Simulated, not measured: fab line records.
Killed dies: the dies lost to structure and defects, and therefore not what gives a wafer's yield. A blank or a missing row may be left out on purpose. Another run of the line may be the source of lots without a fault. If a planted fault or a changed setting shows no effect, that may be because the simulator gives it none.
Which of the tools did it? | flow gf180mcu | 6 lots, 18 wafers sampled, at 3 steps of a route of 602

## WHAT THE GAUGES READ, wafer by wafer
GF_V5_OVL_MEAS_15.
lot  | measured     | on         | V5_OVL (nm)
L356 | day 27 22:02 | overlay-01 | 3 7 9
L358 | day 28 20:11 | overlay-02 | -7 5 7
L363 | day 30 05:34 | overlay-01 | 3 6 3
L370 | day 32 11:40 | overlay-02 | 1 9 6
L373 | day 32 21:53 | overlay-01 | 3 4 2
L375 | day 33 11:14 | overlay-01 | 8 9 7

## TOOL THAT RAN EACH LOT (tool first, then ch and the chambers of the sampled wafers, then the start)
lot  | GF_V2_SPUTTER_21             | GF_M5_METAL_ETCH_10
L356 | pvd-sputter-03, day 21 04:18 | rie-metal-02 ch 0,1, day 27 00:56
L358 | pvd-sputter-03, day 22 07:01 | rie-metal-01 ch 1, day 27 23:23
L363 | pvd-sputter-03, day 23 23:31 | rie-metal-02 ch 0,1, day 29 09:17
L370 | pvd-sputter-03, day 26 18:04 | rie-metal-04 ch 1, day 31 17:49
L373 | pvd-sputter-02, day 27 05:24 | rie-metal-02 ch 0,1, day 32 02:55
L375 | pvd-sputter-02, day 27 22:34 | rie-metal-01 ch 1, day 32 18:07
- GF_V2_SPUTTER_21: material Ti, target thk 15 nm, time 80.02 s.
- GF_M5_METAL_ETCH_10: etches the open film in Cl2/BCl3, stops on SiO2, target depth 750.8 nm, time 125.1 s.

## THE ANSWER, worked out from the rows above alone
Rule: the lots themselves supply what counts as usual. The widest of any qualifying gaps counts: lots, ordered by their means at a reading, are off when they make up no more than a third of the lots, leave a main group of 4 or more, and stand apart from it by 3 or more times the standard deviation of that group's means. The tables above print the reading to a certain number of digits; a main group whose means all agree to those digits is not used. Also off: a lot with no number at a reading for which 4 or more lots have one. Any other lot the step has rows for is counted as sound.
None of the lots is off at any reading shown; this tells nothing.

## WHAT HAD BEEN PUT IN BY THE SIMULATOR
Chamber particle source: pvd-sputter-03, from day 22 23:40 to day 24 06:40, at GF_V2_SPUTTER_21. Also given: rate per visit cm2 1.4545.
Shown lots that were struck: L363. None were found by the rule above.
